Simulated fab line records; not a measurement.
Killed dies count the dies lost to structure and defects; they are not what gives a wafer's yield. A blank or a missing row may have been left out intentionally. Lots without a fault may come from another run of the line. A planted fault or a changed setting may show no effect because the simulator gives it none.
fab line records || flow gf180mcu
record {"lots": 7, "wafers": 18, "lastDay": 34}
route steps=602 shown MIM@524 M5@526
lots with no fault: from the same line, run without faults
startH: start of the lot's first displayed wafer, in hours after the record's first day || waitH: hours elapsed since this lot's preceding step || " unchanged from the row above || L1.1+2: a single row standing in for several wafers || - no value, or no start was given || * or withheld: withheld || < > ~ a bound
route shown NAME@n: a module of which the file shows steps, and the number in the route of the first || usual: mean and standard deviation over wafers with no fault || same: alike in all rows || chamber/n: place in a boat || sites: per-site readings || _std_site: the standard deviation of these || _edge_site: outer sites' mean less inner sites' || radiusMm: how far each site lies from the wafer's centre || mask NAME#n: copy n || behind: the most recent tool/chamber to have shaped the wafer || hold: the reason the lot was held/the length of the hold in hours/how it ended || device: which transistor (n, p or np) failed to switch || end of line: at the end of the route, the tests of the same wafers || for a step that has no rows: nothing shown but its recipe || killed: count of dies lost to structure and defects at first sort (not the wafer's yield) || map: the dies of a wafer, with x for killed, . for not killed, _ for no die there
set.NAME: setting as actually run; set.NAME@STEP: the setting as run at that earlier step || model.NAME: the simulator's own value behind a step, which no gauge read
lots at some steps of the route; a table a step, a row a wafer
services: the hour from which a tool's chamber was out of use, counted from the record's first day as startH (under 0 if before that day), plus the number of hours and why
## steps
# step GF_MIM_STRIP_21
# recipe {"chemistry": "postEtchResidueRemover", "timeS": 1200, "tempC": 72.5}
# step GF_MIM_CLEAN_22
# recipe {"chemistry": "DIW", "dry": "n2Spin"}
# step GF_M5_DEHYDRATE_00
# recipe {"tempC": 200, "timeS": 60}
# step GF_M5_HMDS_01
# recipe {"primeTimeS": 60, "primeTempC": 120}
# step GF_M5_COAT_02
# recipe {"resist": "KrF", "spinRpm": "withheld", "resistThkNm": 1000}
# step GF_M5_SOFTBAKE_03
# recipe {"tempC": 130, "timeS": 60, "resist": "KrF"}
# step GF_M5_EXPOSE_04
# recipe {"maskId": "Metal5", "targetCdNm": 280, "na": 0.68, "sourceShape": "conventional", "sigmaOuter": 0.6, "doseMj": 28}
# step GF_M5_PEB_05
# recipe {"pebTempC": 135, "pebTimeS": 90, "resist": "KrF"}
# step GF_M5_DEVELOP_06
# recipe {"developTimeS": 60, "devTempC": 21}
# step GF_M5_CD_MEAS_07
# recipe {"targetCdNm": 280}
# usual {"cdNm": "279.7/1.2"}
{"lot.wafer": "L614.2", "tool": "cdSem-02", "chamber": "-", "startH": 628.50, "waitH": 0.1, "cdNm": 281.0}
{"lot.wafer": "L614.3", "tool": "cdSem-02", "chamber": "-", "startH": 628.50, "waitH": 0.1, "cdNm": 279.9}
{"lot.wafer": "L614.6", "tool": "cdSem-02", "chamber": "-", "startH": 628.50, "waitH": 0.1, "cdNm": 280.7}
{"lot.wafer": "L620.2", "tool": "cdSem-01", "chamber": "-", "startH": 638.15, "waitH": 0.1, "cdNm": 277.1}
{"lot.wafer": "L620.6", "tool": "cdSem-01", "chamber": "-", "startH": 638.15, "waitH": 0.1, "cdNm": 277.9}
{"lot.wafer": "L622.3", "tool": "cdSem-02", "chamber": "-", "startH": 651.77, "waitH": 0.1, "cdNm": 279.7}
{"lot.wafer": "L622.4", "tool": "cdSem-02", "chamber": "-", "startH": 651.77, "waitH": 0.1, "cdNm": 279.9}
{"lot.wafer": "L623.2", "tool": "cdSem-01", "chamber": "-", "startH": 665.45, "waitH": 0.1, "cdNm": 279.6}
{"lot.wafer": "L623.4", "tool": "cdSem-01", "chamber": "-", "startH": 665.45, "waitH": 0.1, "cdNm": 279.8}
{"lot.wafer": "L632.3", "tool": "cdSem-02", "chamber": "-", "startH": 729.32, "waitH": 0.1, "cdNm": 278.9}
{"lot.wafer": "L632.5", "tool": "cdSem-02", "chamber": "-", "startH": 729.32, "waitH": 0.1, "cdNm": 277.8}
{"lot.wafer": "L632.6", "tool": "cdSem-02", "chamber": "-", "startH": 729.32, "waitH": 0.1, "cdNm": 278.5}
{"lot.wafer": "L635.1", "tool": "cdSem-01", "chamber": "-", "startH": 744.83, "waitH": 0.1, "cdNm": 278.4}
{"lot.wafer": "L635.5", "tool": "cdSem-01", "chamber": "-", "startH": 744.83, "waitH": 0.1, "cdNm": 277.8}
{"lot.wafer": "L635.6", "tool": "cdSem-01", "chamber": "-", "startH": 744.83, "waitH": 0.1, "cdNm": 278.7}
{"lot.wafer": "L636.1", "tool": "cdSem-01", "chamber": "-", "startH": 753.77, "waitH": 0.1, "cdNm": 278.9}
{"lot.wafer": "L636.2", "tool": "cdSem-01", "chamber": "-", "startH": 753.77, "waitH": 0.1, "cdNm": 277.8}
{"lot.wafer": "L636.6", "tool": "cdSem-01", "chamber": "-", "startH": 753.77, "waitH": 0.1, "cdNm": 278.9}
# step GF_M5_OVL_MEAS_08
# usual {"M5_OVL": "-3/5.4"}
{"lot.wafer": "L614.2", "tool": "overlay-01", "chamber": "-", "startH": 628.61, "waitH": 0.1, "M5_OVL[nm]": 5}
{"lot.wafer": "L614.3", "tool": "overlay-01", "chamber": "-", "startH": 628.61, "waitH": 0.1, "M5_OVL[nm]": -4}
{"lot.wafer": "L614.6", "tool": "overlay-01", "chamber": "-", "startH": 628.61, "waitH": 0.1, "M5_OVL[nm]": 4}
{"lot.wafer": "L620.2", "tool": "overlay-01", "chamber": "-", "startH": 638.26, "waitH": 0.1, "M5_OVL[nm]": 0}
{"lot.wafer": "L620.6", "tool": "overlay-01", "chamber": "-", "startH": 638.26, "waitH": 0.1, "M5_OVL[nm]": -7}
{"lot.wafer": "L622.3", "tool": "overlay-01", "chamber": "-", "startH": 651.86, "waitH": 0.1, "M5_OVL[nm]": -1}
{"lot.wafer": "L622.4", "tool": "overlay-01", "chamber": "-", "startH": 651.86, "waitH": 0.1, "M5_OVL[nm]": 14}
{"lot.wafer": "L623.2", "tool": "overlay-02", "chamber": "-", "startH": 665.56, "waitH": 0.1, "M5_OVL[nm]": -2}
{"lot.wafer": "L623.4", "tool": "overlay-02", "chamber": "-", "startH": 665.56, "waitH": 0.1, "M5_OVL[nm]": -5}
{"lot.wafer": "L632.3", "tool": "overlay-02", "chamber": "-", "startH": 729.41, "waitH": 0.1, "M5_OVL[nm]": -10}
{"lot.wafer": "L632.5", "tool": "overlay-02", "chamber": "-", "startH": 729.41, "waitH": 0.1, "M5_OVL[nm]": -11}
{"lot.wafer": "L632.6", "tool": "overlay-02", "chamber": "-", "startH": 729.41, "waitH": 0.1, "M5_OVL[nm]": -4}
{"lot.wafer": "L635.1", "tool": "overlay-02", "chamber": "-", "startH": 744.95, "waitH": 0.1, "M5_OVL[nm]": 1}
{"lot.wafer": "L635.5", "tool": "overlay-02", "chamber": "-", "startH": 744.95, "waitH": 0.1, "M5_OVL[nm]": 4}
{"lot.wafer": "L635.6", "tool": "overlay-02", "chamber": "-", "startH": 744.95, "waitH": 0.1, "M5_OVL[nm]": -7}
{"lot.wafer": "L636.1", "tool": "overlay-01", "chamber": "-", "startH": 753.89, "waitH": 0.1, "M5_OVL[nm]": -1}
{"lot.wafer": "L636.2", "tool": "overlay-01", "chamber": "-", "startH": 753.89, "waitH": 0.1, "M5_OVL[nm]": 0}
{"lot.wafer": "L636.6", "tool": "overlay-01", "chamber": "-", "startH": 753.89, "waitH": 0.1, "M5_OVL[nm]": -7}
# step GF_M5_ETCH_09
# recipe {"chemistry": "CF4/O2", "target": "Si3N4", "targetDepthNm": 52, "sourceW": 800, "biasW": 150, "pressureMtorr": 150, "cf4FlowSccm": 80, "O2_flow_sccm": 10, "timeS": 11.6}
# usual {"drypumpMotorCurrentA": "5.8/0.42", "oesProductAu": "1.003/0.011", "throttleValvePct": "5.971/0.0098"}
{"lot.wafer": "L614.2", "tool": "rieDiel-03", "chamber": 2, "startH": 628.64, "waitH": 0.0, "drypumpMotorCurrentA": 6.4, "oesProductAu": 0.989, "rfHoursCounterH": 20, "throttleValvePct": 5.965}
{"lot.wafer": "L614.3", "tool": "rieDiel-03", "chamber": 3, "startH": 628.64, "waitH": 0.0, "drypumpMotorCurrentA": 5.8, "oesProductAu": 1.024, "rfHoursCounterH": 10, "throttleValvePct": 5.998}
{"lot.wafer": "L614.6", "tool": "rieDiel-03", "chamber": 1, "startH": 628.64, "waitH": 0.0, "drypumpMotorCurrentA": 5.7, "oesProductAu": 1.008, "rfHoursCounterH": "-", "throttleValvePct": 5.976}
{"lot.wafer": "L620.2", "tool": "rieDiel-02", "chamber": 1, "startH": 638.29, "waitH": 0.0, "drypumpMotorCurrentA": 4.7, "oesProductAu": 1.014, "rfHoursCounterH": 29, "throttleValvePct": 5.968}
{"lot.wafer": "L620.6", "tool": "rieDiel-02", "chamber": 2, "startH": 638.29, "waitH": 0.0, "drypumpMotorCurrentA": 5.7, "oesProductAu": 1.001, "rfHoursCounterH": "-", "throttleValvePct": 5.975}
{"lot.wafer": "L622.3", "tool": "rieDiel-02", "chamber": 0, "startH": 651.88, "waitH": 0.0, "drypumpMotorCurrentA": 6.0, "oesProductAu": 0.998, "rfHoursCounterH": 4, "throttleValvePct": 5.965}
{"lot.wafer": "L622.4", "tool": "rieDiel-02", "chamber": 3, "startH": 651.88, "waitH": 0.0, "drypumpMotorCurrentA": 6.1, "oesProductAu": 1.002, "rfHoursCounterH": "-", "throttleValvePct": 5.969}
{"lot.wafer": "L623.2", "tool": "rieDiel-03", "chamber": 0, "startH": 665.59, "waitH": 0.0, "drypumpMotorCurrentA": 5.3, "oesProductAu": 1.003, "rfHoursCounterH": 47, "throttleValvePct": 5.991}
{"lot.wafer": "L623.4", "tool": "rieDiel-03", "chamber": 2, "startH": 665.59, "waitH": 0.0, "drypumpMotorCurrentA": 6.3, "oesProductAu": 1.001, "rfHoursCounterH": 21, "throttleValvePct": 5.972}
{"lot.wafer": "L632.3", "tool": "rieDiel-01", "chamber": 2, "startH": 729.44, "waitH": 0.0, "drypumpMotorCurrentA": 6.1, "oesProductAu": 1.003, "rfHoursCounterH": 9, "throttleValvePct": 5.969}
{"lot.wafer": "L632.5", "tool": "rieDiel-01", "chamber": 1, "startH": 729.44, "waitH": 0.0, "drypumpMotorCurrentA": 5.7, "oesProductAu": 1.002, "rfHoursCounterH": "-", "throttleValvePct": 5.975}
{"lot.wafer": "L632.6", "tool": "rieDiel-01", "chamber": 0, "startH": 729.44, "waitH": 0.0, "drypumpMotorCurrentA": 6.1, "oesProductAu": 1.020, "rfHoursCounterH": "-", "throttleValvePct": 5.984}
{"lot.wafer": "L635.1", "tool": "rieDiel-03", "chamber": 1, "startH": 744.99, "waitH": 0.0, "drypumpMotorCurrentA": 5.7, "oesProductAu": 1.003, "rfHoursCounterH": 1, "throttleValvePct": 5.969}
{"lot.wafer": "L635.5", "tool": "rieDiel-03", "chamber": 3, "startH": 744.99, "waitH": 0.0, "drypumpMotorCurrentA": 5.8, "oesProductAu": 1.013, "rfHoursCounterH": "-", "throttleValvePct": 5.979}
{"lot.wafer": "L635.6", "tool": "rieDiel-03", "chamber": 2, "startH": 744.99, "waitH": 0.0, "drypumpMotorCurrentA": 6.4, "oesProductAu": 0.993, "rfHoursCounterH": "-", "throttleValvePct": 5.956}
{"lot.wafer": "L636.1", "tool": "rieDiel-03", "chamber": 2, "startH": 753.93, "waitH": 0.0, "drypumpMotorCurrentA": 6.3, "oesProductAu": 1.003, "rfHoursCounterH": 27, "throttleValvePct": 5.974}
{"lot.wafer": "L636.2", "tool": "rieDiel-03", "chamber": 0, "startH": 753.93, "waitH": 0.0, "drypumpMotorCurrentA": 5.3, "oesProductAu": 0.991, "rfHoursCounterH": 52, "throttleValvePct": 5.962}
{"lot.wafer": "L636.6", "tool": "rieDiel-03", "chamber": 1, "startH": 753.93, "waitH": 0.0, "drypumpMotorCurrentA": 5.7, "oesProductAu": 0.994, "rfHoursCounterH": "-", "throttleValvePct": 5.971}
# step GF_M5_METAL_ETCH_10
# recipe {"chemistry": "Cl2/BCl3", "maskMaterial": "KrF", "targetDepthNm": 750.8, "stopOn": "SiO2", "pressureMtorr": 8, "icpW": 800, "biasW": 140, "Cl2_flow_sccm": 80, "bcl3FlowSccm": 40, "timeS": 125.1}
# usual {"drypumpMotorCurrentA": "6.2/0.38", "oesProductAu": "0.992/0.0073", "throttleValvePct": "28.228/0.011"}
{"lot.wafer": "L614.2", "tool": "rieMetal-02", "chamber": 1, "startH": 628.66, "waitH": 0.0, "drypumpMotorCurrentA": 6.6, "oesProductAu": 0.991, "rfHoursCounterH": 5, "throttleValvePct": 28.227, "model.KrF_of_M5_COAT_02.thkNm": 643.5}
{"lot.wafer": "L614.3", "tool": "rieMetal-02", "chamber": 1, "startH": 628.66, "waitH": 0.0, "drypumpMotorCurrentA": 6.6, "oesProductAu": 1.006, "rfHoursCounterH": "-", "throttleValvePct": 28.228, "model.KrF_of_M5_COAT_02.thkNm": 644.9}
{"lot.wafer": "L614.6", "tool": "rieMetal-02", "chamber": 0, "startH": 628.66, "waitH": 0.0, "drypumpMotorCurrentA": 5.6, "oesProductAu": 0.992, "rfHoursCounterH": "-", "throttleValvePct": 28.216, "model.KrF_of_M5_COAT_02.thkNm": 640.4}
{"lot.wafer": "L620.2", "tool": "rieMetal-04", "chamber": 1, "startH": 638.31, "waitH": 0.0, "drypumpMotorCurrentA": 6.6, "oesProductAu": 0.724, "rfHoursCounterH": 1, "throttleValvePct": 28.515, "model.KrF_of_M5_COAT_02.thkNm": 778.5}
{"lot.wafer": "L620.6", "tool": "rieMetal-04", "chamber": 1, "startH": 638.31, "waitH": 0.0, "drypumpMotorCurrentA": 6.6, "oesProductAu": 0.990, "rfHoursCounterH": "-", "throttleValvePct": 28.254, "model.KrF_of_M5_COAT_02.thkNm": 655.2}
{"lot.wafer": "L622.3", "tool": "rieMetal-04", "chamber": 0, "startH": 651.95, "waitH": 0.1, "drypumpMotorCurrentA": 5.9, "oesProductAu": 0.742, "rfHoursCounterH": "-", "throttleValvePct": 28.510, "model.KrF_of_M5_COAT_02.thkNm": 776.8}
{"lot.wafer": "L622.4", "tool": "rieMetal-04", "chamber": 1, "startH": 651.95, "waitH": 0.1, "drypumpMotorCurrentA": 6.5, "oesProductAu": 0.982, "rfHoursCounterH": "-", "throttleValvePct": 28.244, "model.KrF_of_M5_COAT_02.thkNm": 660.6}
{"lot.wafer": "L623.2", "tool": "rieMetal-04", "chamber": 1, "startH": 665.61, "waitH": 0.0, "drypumpMotorCurrentA": 6.6, "oesProductAu": 0.732, "rfHoursCounterH": 2, "throttleValvePct": 28.513, "model.KrF_of_M5_COAT_02.thkNm": 783.9}
{"lot.wafer": "L623.4", "tool": "rieMetal-04", "chamber": 0, "startH": 665.61, "waitH": 0.0, "drypumpMotorCurrentA": 5.9, "oesProductAu": 1.002, "rfHoursCounterH": "-", "throttleValvePct": 28.228, "model.KrF_of_M5_COAT_02.thkNm": 647.4}
{"lot.wafer": "L632.3", "tool": "rieMetal-04", "chamber": 0, "startH": 729.50, "waitH": 0.1, "drypumpMotorCurrentA": 5.9, "oesProductAu": 0.989, "rfHoursCounterH": "-", "throttleValvePct": 28.217, "model.KrF_of_M5_COAT_02.thkNm": 644.8}
{"lot.wafer": "L632.5", "tool": "rieMetal-04", "chamber": 1, "startH": 729.50, "waitH": 0.1, "drypumpMotorCurrentA": 6.5, "oesProductAu": 0.985, "rfHoursCounterH": "-", "throttleValvePct": 28.245, "model.KrF_of_M5_COAT_02.thkNm": 658.2}
{"lot.wafer": "L632.6", "tool": "rieMetal-04", "chamber": 0, "startH": 729.50, "waitH": 0.1, "drypumpMotorCurrentA": 5.9, "oesProductAu": 0.992, "rfHoursCounterH": "-", "throttleValvePct": 28.211, "model.KrF_of_M5_COAT_02.thkNm": 646.5}
{"lot.wafer": "L635.1", "tool": "rieMetal-03", "chamber": 1, "startH": 745.01, "waitH": 0.0, "drypumpMotorCurrentA": 6.4, "oesProductAu": 0.989, "rfHoursCounterH": 1, "throttleValvePct": 28.242, "model.KrF_of_M5_COAT_02.thkNm": 644.8}
{"lot.wafer": "L635.5", "tool": "rieMetal-03", "chamber": 1, "startH": 745.01, "waitH": 0.0, "drypumpMotorCurrentA": 6.5, "oesProductAu": 0.986, "rfHoursCounterH": "-", "throttleValvePct": 28.237, "model.KrF_of_M5_COAT_02.thkNm": 647.8}
{"lot.wafer": "L635.6", "tool": "rieMetal-03", "chamber": 0, "startH": 745.01, "waitH": 0.0, "drypumpMotorCurrentA": 6.1, "oesProductAu": 0.994, "rfHoursCounterH": "-", "throttleValvePct": 28.223, "model.KrF_of_M5_COAT_02.thkNm": 644.3}
{"lot.wafer": "L636.1", "tool": "rieMetal-02", "chamber": 0, "startH": 753.95, "waitH": 0.0, "drypumpMotorCurrentA": 5.6, "oesProductAu": 0.995, "rfHoursCounterH": 8, "throttleValvePct": 28.229, "model.KrF_of_M5_COAT_02.thkNm": 635.2}
{"lot.wafer": "L636.2", "tool": "rieMetal-02", "chamber": 1, "startH": 753.95, "waitH": 0.0, "drypumpMotorCurrentA": 6.6, "oesProductAu": 0.994, "rfHoursCounterH": 10, "throttleValvePct": 28.234, "model.KrF_of_M5_COAT_02.thkNm": 643}
{"lot.wafer": "L636.6", "tool": "rieMetal-02", "chamber": 1, "startH": 753.95, "waitH": 0.0, "drypumpMotorCurrentA": 6.6, "oesProductAu": 0.993, "rfHoursCounterH": "-", "throttleValvePct": 28.228, "model.KrF_of_M5_COAT_02.thkNm": 651.2}
# step GF_M5_STRIP_11
# recipe {"chemistry": "O2/N2", "powerW": 1400, "pressureMtorr": 1500, "platenTempC": 250, "o2FlowSccm": 3000, "n2FlowSccm": 300, "overashFraction": 0.5}
# usual {"drypumpMotorCurrentA": "5.7/0.5", "heaterPowerW": "336/38", "oesProductAu": "0.522/0.0051", "platenTempC": "250.01/0.18", "stripTimeToEndpointS": "7.02/0.072"}
{"lot.wafer": "L614.2", "tool": "plasmaAsher-01", "chamber": 0, "startH": 628.79, "waitH": 0.1, "drypumpMotorCurrentA": 5.2, "heaterPowerW": 314, "oesProductAu": 0.519, "platenTempC": 250.03, "rfHoursCounterH": 87, "stripTimeToEndpointS": 6.97}
{"lot.wafer": "L614.3", "tool": "plasmaAsher-01", "chamber": 1, "startH": 628.79, "waitH": 0.1, "drypumpMotorCurrentA": 5.0, "heaterPowerW": 290, "oesProductAu": 0.525, "platenTempC": 250.08, "rfHoursCounterH": "-", "stripTimeToEndpointS": 7.00}
{"lot.wafer": "L614.6", "tool": "plasmaAsher-01", "chamber": 1, "startH": 628.79, "waitH": 0.1, "drypumpMotorCurrentA": 5.0, "heaterPowerW": 291, "oesProductAu": 0.519, "platenTempC": 250.33, "rfHoursCounterH": "-", "stripTimeToEndpointS": 6.94}
{"lot.wafer": "L620.2", "tool": "plasmaAsher-01", "chamber": 1, "startH": 638.44, "waitH": 0.1, "drypumpMotorCurrentA": 5.0, "heaterPowerW": 282, "oesProductAu": 0.579, "platenTempC": 249.91, "rfHoursCounterH": 88, "stripTimeToEndpointS": 8.30}
{"lot.wafer": "L620.6", "tool": "plasmaAsher-01", "chamber": 0, "startH": 638.44, "waitH": 0.1, "drypumpMotorCurrentA": 5.2, "heaterPowerW": 314, "oesProductAu": 0.518, "platenTempC": 250.19, "rfHoursCounterH": "-", "stripTimeToEndpointS": 7.09}
{"lot.wafer": "L622.3", "tool": "plasmaAsher-02", "chamber": 0, "startH": 652.07, "waitH": 0.1, "drypumpMotorCurrentA": 6.2, "heaterPowerW": 411, "oesProductAu": 0.576, "platenTempC": 249.78, "rfHoursCounterH": "-", "stripTimeToEndpointS": 8.29}
{"lot.wafer": "L622.4", "tool": "plasmaAsher-02", "chamber": 1, "startH": 652.07, "waitH": 0.1, "drypumpMotorCurrentA": 6.0, "heaterPowerW": 320, "oesProductAu": 0.524, "platenTempC": 250.08, "rfHoursCounterH": "-", "stripTimeToEndpointS": 7.13}
{"lot.wafer": "L623.2", "tool": "plasmaAsher-03", "chamber": 0, "startH": 665.74, "waitH": 0.1, "drypumpMotorCurrentA": 6.1, "heaterPowerW": 342, "oesProductAu": 0.581, "platenTempC": 250.05, "rfHoursCounterH": 100, "stripTimeToEndpointS": 8.36}
{"lot.wafer": "L623.4", "tool": "plasmaAsher-03", "chamber": 0, "startH": 665.74, "waitH": 0.1, "drypumpMotorCurrentA": 6.1, "heaterPowerW": 344, "oesProductAu": 0.517, "platenTempC": 250.08, "rfHoursCounterH": "-", "stripTimeToEndpointS": 7.01}
{"lot.wafer": "L632.3", "tool": "plasmaAsher-01", "chamber": 1, "startH": 729.62, "waitH": 0.1, "drypumpMotorCurrentA": 5.0, "heaterPowerW": 288, "oesProductAu": 0.518, "platenTempC": 250.01, "rfHoursCounterH": "-", "stripTimeToEndpointS": 7.00}
{"lot.wafer": "L632.5", "tool": "plasmaAsher-01", "chamber": 0, "startH": 729.62, "waitH": 0.1, "drypumpMotorCurrentA": 5.2, "heaterPowerW": 308, "oesProductAu": 0.532, "platenTempC": 250.16, "rfHoursCounterH": "-", "stripTimeToEndpointS": 7.12}
{"lot.wafer": "L632.6", "tool": "plasmaAsher-01", "chamber": 1, "startH": 729.62, "waitH": 0.1, "drypumpMotorCurrentA": 5.0, "heaterPowerW": 283, "oesProductAu": 0.517, "platenTempC": 249.85, "rfHoursCounterH": "-", "stripTimeToEndpointS": 7.01}
{"lot.wafer": "L635.1", "tool": "plasmaAsher-03", "chamber": 0, "startH": 745.14, "waitH": 0.1, "drypumpMotorCurrentA": 6.1, "heaterPowerW": 328, "oesProductAu": 0.519, "platenTempC": 250.15, "rfHoursCounterH": 0, "stripTimeToEndpointS": 6.99}
{"lot.wafer": "L635.5", "tool": "plasmaAsher-03", "chamber": 0, "startH": 745.14, "waitH": 0.1, "drypumpMotorCurrentA": 6.1, "heaterPowerW": 342, "oesProductAu": 0.523, "platenTempC": 249.81, "rfHoursCounterH": "-", "stripTimeToEndpointS": 7.02}
{"lot.wafer": "L635.6", "tool": "plasmaAsher-03", "chamber": 1, "startH": 745.14, "waitH": 0.1, "drypumpMotorCurrentA": 6.0, "heaterPowerW": 351, "oesProductAu": 0.522, "platenTempC": 250.19, "rfHoursCounterH": "-", "stripTimeToEndpointS": 6.99}
{"lot.wafer": "L636.1", "tool": "plasmaAsher-03", "chamber": 1, "startH": 754.08, "waitH": 0.1, "drypumpMotorCurrentA": 6.0, "heaterPowerW": 364, "oesProductAu": 0.526, "platenTempC": 250.01, "rfHoursCounterH": 1, "stripTimeToEndpointS": 6.88}
{"lot.wafer": "L636.2", "tool": "plasmaAsher-03", "chamber": 0, "startH": 754.08, "waitH": 0.1, "drypumpMotorCurrentA": 6.1, "heaterPowerW": 343, "oesProductAu": 0.522, "platenTempC": 250.14, "rfHoursCounterH": 1, "stripTimeToEndpointS": 6.98}
{"lot.wafer": "L636.6", "tool": "plasmaAsher-03", "chamber": 1, "startH": 754.08, "waitH": 0.1, "drypumpMotorCurrentA": 6.0, "heaterPowerW": 364, "oesProductAu": 0.520, "platenTempC": 250.09, "rfHoursCounterH": "-", "stripTimeToEndpointS": 7.06}
# step GF_M5_STRIP_12
# recipe {"chemistry": "postEtchResidueRemover", "timeS": 1200, "tempC": 72.5}
## services
{"tool": "plasmaAsher-02", "chamber": "-", "startH": 605.57, "hours": 2.5, "kind": "repair"}
{"tool": "plasmaAsher-01", "chamber": "-", "startH": 609.81, "hours": 0.4, "kind": "repair"}
{"tool": "rieDiel-02", "chamber": 1, "startH": 639.08, "hours": 15.3, "kind": "repair"}
{"tool": "rieMetal-03", "chamber": 1, "startH": 639.46, "hours": 26.3, "kind": "repair"}
{"tool": "rieDiel-03", "chamber": "-", "startH": 651.52, "hours": 2.8, "kind": "pm"}
{"tool": "rieDiel-03", "chamber": 1, "startH": 665.86, "hours": 4.1, "kind": "repair"}
{"tool": "rieMetal-02", "chamber": "-", "startH": 667.50, "hours": 2.7, "kind": "repair"}
{"tool": "rieMetal-04", "chamber": 1, "startH": 681.58, "hours": 9.1, "kind": "repair"}
{"tool": "rieDiel-03", "chamber": 3, "startH": 691.79, "hours": 5.9, "kind": "repair"}
{"tool": "rieDiel-02", "chamber": 1, "startH": 693.97, "hours": 2.5, "kind": "repair"}
{"tool": "rieDiel-03", "chamber": 1, "startH": 694.66, "hours": 11.6, "kind": "repair"}
{"tool": "rieDiel-03", "chamber": 3, "startH": 698.51, "hours": 1.5, "kind": "repair"}
{"tool": "rieDiel-02", "chamber": "-", "startH": 701.10, "hours": 0.9, "kind": "repair"}
{"tool": "rieDiel-03", "chamber": 3, "startH": 704.15, "hours": 8.3, "kind": "repair"}
{"tool": "plasmaAsher-01", "chamber": "-", "startH": 710.91, "hours": 4.3, "kind": "pm"}
{"tool": "rieDiel-03", "chamber": 1, "startH": 714.74, "hours": "-", "kind": "clean"}
{"tool": "rieDiel-03", "chamber": 1, "startH": 714.74, "hours": 15.8, "kind": "scheduledDown"}
{"tool": "rieDiel-03", "chamber": 1, "startH": 714.74, "hours": 15.8, "kind": "ventCycle"}
{"tool": "plasmaAsher-03", "chamber": "-", "startH": 733.76, "hours": 9.0, "kind": "pm"}
{"tool": "plasmaAsher-03", "chamber": 0, "startH": 733.76, "hours": 9.0, "kind": "ventCycle"}
{"tool": "plasmaAsher-03", "chamber": 1, "startH": 733.76, "hours": 9.0, "kind": "ventCycle"}
{"tool": "rieMetal-04", "chamber": "-", "startH": 736.62, "hours": 2.8, "kind": "pm"}
{"tool": "plasmaAsher-03", "chamber": 0, "startH": 742.76, "hours": "-", "kind": "clean"}
{"tool": "plasmaAsher-03", "chamber": 1, "startH": 742.76, "hours": "-", "kind": "clean"}
## key
firstSign {"step": "GF_M5_METAL_ETCH_10", "reading": "oesProductAu", "direction": "down", "sigmas": 35, "usual": 0.992, "struck": 0.733}
effect {"step": "GF_M5_METAL_ETCH_10", "reading": "throttleValvePct", "direction": "up", "sigmas": 27, "usual": 28.228, "struck": 28.513}
effect {"step": "GF_M5_STRIP_11", "reading": "stripTimeToEndpointS", "direction": "up", "sigmas": 18, "usual": "*", "struck": "*"}
modelEffect {"step": "GF_M5_METAL_ETCH_10", "value": "KrF_of_M5_COAT_02.thkNm", "without": 652.9, "struck": 779.7}
metAt GF_M5_METAL_ETCH_10
struckWafers L620.2,L622.3,L623.2
laterRowsLeftOut L620.2,L622.3,L623.2
sortLeftOut L620.2,L622.3,L623.2
fault {"kind": "processParameterDrift", "tool": "rieMetal-04", "chamber": "-", "onsetH": 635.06, "steps": "GF_M5_METAL_ETCH_10", "channel": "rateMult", "offset": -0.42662, "shape": "step", "endH": 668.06, "scope": "struckWafersOnly"}
# sortLeftOut: the simulated sort isn't trusted on such a fault, so these wafers' sort isn't shown, and their yield isn't known
# laterRowsLeftOut: the simulator's readings of these wafers behind a module that went badly wrong aren't trusted and aren't shown, but for the sort
